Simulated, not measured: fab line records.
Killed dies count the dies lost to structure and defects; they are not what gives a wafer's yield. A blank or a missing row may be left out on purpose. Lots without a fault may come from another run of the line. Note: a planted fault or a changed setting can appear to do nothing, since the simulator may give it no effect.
fab line records	flow sky130
record lots=14	wafers=38	last-day=50
route steps=708 shown RES_XHIGH@360 LI_CONTACT@375
lots untouched by any fault: they come from a run of this same line in which no faults occurred
start-h: the number of hours between the record's first day and the start of the first shown wafer of the lot	wait-h: how many hours have passed since the lot's step before this one	" the same as in the row above	L1.1+2: one row covering several wafers at once	- either no value or no given start	* or withheld: withheld	< > ~ a bound
route shown NAME@n: a module of which the file shows steps, and the number in the route of the first	usual: mean/standard deviation taken from wafers without a fault	same: alike in all rows	chamber/n: place in a boat	sites: each site's reading	_std_site: standard deviation across them	_edge_site: the outer-site mean with the inner-site mean subtracted	radius-mm: for every site, how far away it sits from the centre of the wafer	mask NAME#n: copy n	behind: the tool/chamber that last shaped the wafer	hold: reason for holding the lot/hours on hold/outcome of the hold	device: whichever transistor did not switch (one of n, p or np)	end of line: the tests these same wafers got at the end of their route	step lacking rows: just its recipe	killed: dies that structure and defects cost at the first sort, which is not the same as the wafer's yield	map: a wafer's dies, marking killed ones x, the rest . and places with no die _
set.NAME: the setting as run; set.NAME@STEP: as run at that earlier step	model.NAME: the simulator's own value behind a step, which no gauge read
route steps across a sampled set of lots; one table per step, one row per wafer
services: the hour from which a tool's chamber was out of use, counted from the record's first day as start-h (under 0 if before that day), plus the number of hours and why
## steps
# step SKY_SD_N_RS_MEAS_18
# recipe thk-meas-gauge=four-point-probe
# usual RES_XHIGH_RS=333.6/1.2
lot.wafer	tool	chamber	start-h	wait-h	RES_XHIGH_RS[ohm/sq]
L188.2	film-metro-04	-	641.16	0.1	334.9
L188.3	"	-	"	"	334.8
L188.4	"	-	"	"	333.8
L195.6	film-metro-04	-	705.64	0.1	334.9
L194.3	film-metro-01	-	707.44	0.1	331.9
L196.2	film-metro-01	-	714.52	0.1	332.5
L196.4	"	-	"	"	332.9
L196.5	"	-	"	"	331.7
L198.4	film-metro-03	-	749.20	0.1	334.1
L198.5	"	-	"	"	335.0
L198.6	"	-	"	"	336.1
L201.1	film-metro-04	-	753.78	0.1	333.9
L201.3	"	-	"	"	334.9
L201.5	"	-	"	"	335.9
L203.2	film-metro-04	-	760.11	0.1	334.5
L203.4	"	-	"	"	335.4
L203.6	"	-	"	"	334.1
L204.1	film-metro-04	-	771.44	0.1	333.9
L204.4	"	-	"	"	334.5
L204.5	"	-	"	"	332.9
L205.2	film-metro-03	-	775.31	0.1	333.7
L205.5	"	-	"	"	331.6
L205.6	"	-	"	"	332.9
L206.1	film-metro-04	-	785.44	0.1	332.9
L206.4	"	-	"	"	333.6
L206.6	"	-	"	"	334.3
L208.3	film-metro-04	-	797.53	0.1	334.8
L208.4	"	-	"	"	333.5
L208.5	"	-	"	"	334.2
L207.2	film-metro-01	-	800.66	0.1	332.3
L207.4	"	-	"	"	331.9
L207.6	"	-	"	"	331.6
L209.1	film-metro-04	-	802.24	0.1	333.9
L209.2	"	-	"	"	331.7
L209.3	"	-	"	"	333.6
L210.1	film-metro-04	-	817.15	0.1	333.2
L210.2	"	-	"	"	334.4
L210.5	"	-	"	"	334.1
# step SKY_LI_CONTACT_OVL_MEAS_13
# usual LI_CONTACT_OVL=-4/5.5
lot.wafer	tool	chamber	start-h	wait-h	LI_CONTACT_OVL[nm]
L188.2	overlay-02	-	671.24	0.1	4
L188.3	"	-	"	"	0
L188.4	"	-	"	"	2
L195.6	overlay-01	-	734.06	0.0	-9
L194.3	overlay-02	-	735.45	0.1	-7
L196.2	overlay-02	-	742.63	0.1	-8
L196.4	"	-	"	"	-5
L196.5	"	-	"	"	-4
L198.4	overlay-01	-	776.89	0.1	-2
L198.5	"	-	"	"	-3
L198.6	"	-	"	"	1
L201.1	overlay-02	-	782.04	0.1	-15
L201.3	"	-	"	"	-9
L201.5	"	-	"	"	-10
L203.2	overlay-02	-	788.70	0.1	-7
L203.4	"	-	"	"	-7
L203.6	"	-	"	"	-4
L204.1	overlay-02	-	798.85	0.1	-8
L204.4	"	-	"	"	-7
L204.5	"	-	"	"	-2
L205.2	overlay-01	-	803.25	0.1	-10
L205.5	"	-	"	"	-1
L205.6	"	-	"	"	-9
L206.1	overlay-01	-	812.40	0.1	2
L206.4	"	-	"	"	0
L206.6	"	-	"	"	1
L208.3	overlay-02	-	824.70	0.1	8
L208.4	"	-	"	"	2
L208.5	"	-	"	"	4
L207.2	overlay-02	-	828.39	0.1	-2
L207.4	"	-	"	"	-5
L207.6	"	-	"	"	-5
L209.1	overlay-01	-	829.68	0.1	-9
L209.2	"	-	"	"	-8
L209.3	"	-	"	"	-9
L210.1	overlay-02	-	844.99	0.1	-14
L210.2	"	-	"	"	5
L210.5	"	-	"	"	-4
# step SKY_LI_CONTACT_ETCH_14
# recipe chemistry=N2/H2	target=BARC	ion-energy-ev=200	source-w=500	bias-w=100	pressure-mtorr=30	n2-flow-sccm=100	h2-flow-sccm=200	stop-on=SiO2	time-s=45.9	target-depth-a=600
# usual drypump-motor-current-A=5.8/0.48	oes-product-au=0.856/0.0044	throttle-valve-pct=13.224/0.0091
lot.wafer	tool	chamber	start-h	wait-h	drypump-motor-current-A	oes-product-au	rf-hours-counter-h	throttle-valve-pct
L188.2	rie-diel-04	1	671.27	0.0	5.3	0.857	0	13.233
L188.3	"	0	"	"	5.7	0.850	11	13.212
L188.4	"	3	"	"	5.3	0.857	51	13.230
L195.6	rie-diel-04	0	734.08	0.0	5.7	0.860	-	13.227
L194.3	rie-diel-04	0	735.47	0.0	5.7	0.853	12	13.211
L196.2	rie-diel-03	2	742.66	0.0	6.1	0.856	21	13.230
L196.4	"	3	"	"	5.6	0.850	9	13.230
L196.5	"	0	"	"	6.6	0.860	-	13.235
L198.4	rie-diel-03	1	776.91	0.0	5.7	0.858	13	13.226
L198.5	"	1	"	"	5.7	0.854	-	13.217
L198.6	"	2	"	"	6.2	0.848	-	13.209
L201.1	rie-diel-03	0	782.07	0.0	6.5	0.856	10	13.218
L201.3	"	3	"	"	5.7	0.851	10	13.236
L201.5	"	3	"	"	5.7	0.860	-	13.221
L203.2	rie-diel-04	1	788.73	0.0	5.3	0.861	2	13.212
L203.4	"	3	"	"	5.3	0.857	1	13.235
L203.6	"	0	"	"	5.7	0.850	-	13.222
L204.1	rie-diel-04	2	798.88	0.0	4.8	0.860	1	13.234
L204.4	"	1	"	"	5.3	0.858	3	13.237
L204.5	"	0	"	"	5.7	0.853	-	13.231
L205.2	rie-diel-03	1	803.28	0.0	5.7	0.846	14	13.221
L205.5	"	1	"	"	5.7	0.857	-	13.216
L205.6	"	0	"	"	6.6	0.859	-	13.218
L206.1	rie-diel-02	1	812.43	0.0	5.3	0.852	5	13.235
L206.4	"	0	"	"	6.2	0.858	12	13.235
L206.6	"	3	"	"	6.3	0.849	-	13.225
L208.3	rie-diel-02	0	824.72	0.0	6.2	0.848	13	13.228
L208.4	"	1	"	"	5.3	0.854	5	13.220
L208.5	"	3	"	"	6.3	0.845	-	13.216
L207.2	rie-diel-04	0	828.42	0.0	5.7	0.851	14	13.208
L207.4	"	1	"	"	5.4	0.863	3	13.229
L207.6	"	3	"	"	5.3	0.857	-	13.222
L209.1	rie-diel-03	0	829.71	0.0	6.6	0.863	12	13.217
L209.2	"	2	"	"	6.1	0.866	24	13.225
L209.3	"	1	"	"	5.7	0.864	15	13.236
L210.1	rie-diel-04	1	845.02	0.0	5.3	0.851	4	13.227
L210.2	"	2	"	"	4.8	0.853	2	13.210
L210.5	"	3	"	"	5.3	0.860	-	13.218
# step SKY_LI_CONTACT_ETCH_15
# recipe target=PSG	chemistry=C4F8/O2/Ar	stop-on=Si	taper-deg=4.15	mask-material=KrF-thick	source-w=1500	bias-w=1200	pressure-mtorr=40	c4f8-flow-sccm=withheld	O2_flow_sccm=6	Ar_flow_sccm=300	time-s=withheld	target-depth-a=6000
# usual oes-product-au=0.842/0.0052
lot.wafer	tool	chamber	start-h	wait-h	oes-product-au
L188.2	rie-diel-04	1	671.31	0.0	0.846
L188.3	"	0	"	"	0.848
L188.4	"	3	"	"	0.841
L195.6	rie-diel-04	0	734.15	0.0	0.852
L194.3	rie-diel-04	0	735.51	0.0	0.845
L196.2	rie-diel-03	2	742.70	0.0	0.847
L196.4	"	3	"	"	0.842
L196.5	"	0	"	"	0.848
L198.4	rie-diel-03	1	776.95	0.0	0.853
L198.5	"	1	"	"	0.837
L198.6	"	2	"	"	0.840
L201.1	rie-diel-03	0	782.11	0.0	0.842
L201.3	"	3	"	"	0.842
L201.5	"	3	"	"	0.845
L203.2	rie-diel-04	1	788.77	0.0	0.839
L203.4	"	3	"	"	0.841
L203.6	"	0	"	"	0.849
L204.1	rie-diel-04	2	798.93	0.0	0.841
L204.4	"	1	"	"	0.845
L204.5	"	0	"	"	0.846
L205.2	rie-diel-03	1	803.33	0.0	0.845
L205.5	"	1	"	"	0.836
L205.6	"	0	"	"	0.840
L206.1	rie-diel-02	1	812.48	0.0	0.852
L206.4	"	0	"	"	0.839
L206.6	"	3	"	"	0.847
L208.3	rie-diel-02	0	824.76	0.0	0.852
L208.4	"	1	"	"	0.838
L208.5	"	3	"	"	0.853
L207.2	rie-diel-04	0	828.46	0.0	0.836
L207.4	"	1	"	"	0.845
L207.6	"	3	"	"	0.842
L209.1	rie-diel-03	0	829.75	0.0	0.838
L209.2	"	2	"	"	0.845
L209.3	"	1	"	"	0.839
L210.1	rie-diel-04	1	845.06	0.0	0.843
L210.2	"	2	"	"	0.841
L210.5	"	3	"	"	0.840
# step SKY_LI_CONTACT_STRIP_16
# recipe chemistry=O2/N2	power-w=1400	pressure-mtorr=1500	platen-temp-c=withheld	o2-flow-sccm=3000	n2-flow-sccm=300	overash-fraction=0.5
# usual drypump-motor-current-A=5.8/0.47	oes-product-au=0.377/0.005	strip-time-to-endpoint-s=3.51/0.056
lot.wafer	tool	chamber	start-h	wait-h	drypump-motor-current-A	oes-product-au	rf-hours-counter-h	strip-time-to-endpoint-s
L188.2	plasma-asher-03	1	671.40	-	6.5	0.382	99	3.60
L188.3	"	0	"	"	5.8	0.383	-	3.52
L188.4	"	1	"	"	6.5	0.378	-	3.49
L195.6	plasma-asher-02	1	734.26	-	5.5	0.390	-	3.85
L194.3	plasma-asher-01	1	735.63	-	5.5	0.393	-	3.86
L196.2	plasma-asher-03	0	742.79	-	5.8	0.378	0	3.53
L196.4	"	1	"	"	6.4	0.378	-	3.57
L196.5	"	0	"	"	5.8	0.372	-	3.43
L198.4	plasma-asher-03	1	777.07	-	6.5	0.368	-	3.40
L198.5	"	0	"	"	5.8	0.368	-	3.40
L198.6	"	1	"	"	6.5	0.376	-	3.47
L201.1	plasma-asher-02	1	782.20	-	5.5	0.371	69	3.41
L201.3	"	0	"	"	5.0	0.375	-	3.57
L201.5	"	1	"	"	5.5	0.380	-	3.58
L203.2	plasma-asher-02	1	788.85	-	5.5	0.375	69	3.53
L203.4	"	1	"	"	5.5	0.378	-	3.50
L203.6	"	1	"	"	5.5	0.375	-	3.51
L204.1	plasma-asher-02	0	799.01	-	5.0	0.383	71	3.48
L204.4	"	0	"	"	5.0	0.381	-	3.53
L204.5	"	1	"	"	5.5	0.376	-	3.46
L205.2	plasma-asher-01	1	803.41	-	5.5	0.374	95	3.42
L205.5	"	0	"	"	5.9	0.379	-	3.44
L205.6	"	1	"	"	5.5	0.372	-	3.46
L206.1	plasma-asher-03	1	812.56	-	6.5	0.375	6	3.55
L206.4	"	0	"	"	5.8	0.375	-	3.61
L206.6	"	1	"	"	6.4	0.377	-	3.50
L208.3	plasma-asher-03	0	824.88	-	5.8	0.381	-	3.61
L208.4	"	1	"	"	6.4	0.381	-	3.59
L208.5	"	1	"	"	6.5	0.379	-	3.53
L207.2	plasma-asher-01	1	828.55	-	5.5	0.382	97	3.47
L207.4	"	0	"	"	5.9	0.377	-	3.55
L207.6	"	0	"	"	5.9	0.372	-	3.48
L209.1	plasma-asher-01	0	829.84	-	5.9	0.375	97	3.47
L209.2	"	1	"	"	5.5	0.374	97	3.54
L209.3	"	0	"	"	6.0	0.371	-	3.45
L210.1	plasma-asher-03	0	845.15	-	5.8	0.380	9	3.56
L210.2	"	1	"	"	6.5	0.385	9	3.49
L210.5	"	0	"	"	5.8	0.374	-	3.48
## services
tool	chamber	start-h	hours	kind
rie-diel-04	3	698.89	-	clean
rie-diel-04	3	698.89	15.6	scheduled-down
rie-diel-04	3	698.89	15.6	vent-cycle
rie-diel-03	0	707.07	7.1	repair
rie-diel-04	1	713.55	10.0	repair
rie-diel-03	1	723.45	1.3	repair
rie-diel-04	2	723.58	-	clean
rie-diel-04	2	723.58	15.1	scheduled-down
rie-diel-04	2	723.58	15.1	vent-cycle
rie-diel-03	3	724.88	8.2	repair
rie-diel-02	1	733.21	1.6	repair
plasma-asher-03	-	733.75	9.0	pm
plasma-asher-03	0	733.75	9.0	vent-cycle
rie-diel-02	1	736.61	48.3	repair
rie-diel-04	-	746.25	14.6	pm
plasma-asher-03	-	760.75	1.3	repair
plasma-asher-03	-	765.17	0.7	repair
plasma-asher-03	-	767.88	2.0	repair
rie-diel-02	2	799.03	5.4	repair
rie-diel-02	-	800.38	4.5	repair
rie-diel-04	-	817.82	2.8	pm
plasma-asher-03	-	828.68	3.6	repair
rie-diel-02	0	832.26	15.3	repair
rie-diel-02	1	832.79	4.4	repair
## key
first-sign step=SKY_LI_CONTACT_STRIP_16	reading=strip-time-to-endpoint-s	direction=up	sigmas=6.2	usual=*	struck=*
effect step=SKY_LI_CONTACT_STRIP_16	reading=oes-product-au	direction=up	sigmas=3	usual=0.377	struck=0.391
met-at SKY_LI_CONTACT_ETCH_15
struck-lots L194,L195
struck-wafers L194.3,L195.6
rows-end L194.3,L195.6
not-acting-at SKY_SD_N_RS_MEAS_18,SKY_LI_CONTACT_OVL_MEAS_13,SKY_LI_CONTACT_ETCH_14
onset-between 671.31 734.15
fault kind=process-parameter-drift	tool=rie-diel-04	chamber=0	onset-h=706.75	steps=SKY_LI_CONTACT_ETCH_15	channel=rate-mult	offset=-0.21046	shape=step	end-h=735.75
# rows-end: these wafers met a further fault down the route, and their rows from its step on are left out
